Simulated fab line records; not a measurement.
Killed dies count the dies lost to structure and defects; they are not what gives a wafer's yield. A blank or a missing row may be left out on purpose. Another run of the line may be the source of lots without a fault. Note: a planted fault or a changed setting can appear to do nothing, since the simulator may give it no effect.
The tool behind it: which one? | flow sky130 | 7 lots (21 wafers sampled), 1 step of a 708-step route

## WHAT EACH GAUGE READ, for each wafer
SKY_VT_ADJUST_LVTN_OVL_MEAS_07.
lot  | measured     | on         | VT_ADJUST_LVTN_OVL (nm)
L968 | day 7 13:09  | overlay-02 | 0.0 -0.7 1.5
L972 | day 8 09:51  | overlay-01 | -0.6 -0.7 -1.2
L977 | day 9 21:14  | overlay-02 | 1.0 -1.5 0.8
L979 | day 10 09:42 | overlay-02 | -0.4 -2.3 -1.1
L984 | day 12 02:58 | overlay-02 | 1.2 2.8 -0.1
L986 | day 12 04:46 | overlay-02 | 1.3 0.8 3.3
L989 | day 13 09:46 | overlay-01 | -0.2 -0.8 1.5

## WHAT TOOL EACH LOT RAN ON (gives the tool, then ch and the chambers of the sampled wafers, and finally the start)
There is no process step in the record ahead of these readings.

## THE ANSWER, worked out from the rows above alone
Rule: usual is defined by the lots themselves. Put in order of their means at a reading, lots are off if they are a third of the lots or fewer, leave a main group of 4 or more, and stand apart from it by a gap of 3 or more times the standard deviation of the main group's means; of several such gaps the widest counts. Not used: any main group whose means are identical at the precision the tables above print for the reading. Also off: a lot with no number at a reading for which 4 or more lots have one. Where the step has rows for the other lots, those lots are counted as sound.
No lot is off at any reading shown: from this, nothing can be told.

## WHAT HAD BEEN PUT IN BY THE SIMULATOR
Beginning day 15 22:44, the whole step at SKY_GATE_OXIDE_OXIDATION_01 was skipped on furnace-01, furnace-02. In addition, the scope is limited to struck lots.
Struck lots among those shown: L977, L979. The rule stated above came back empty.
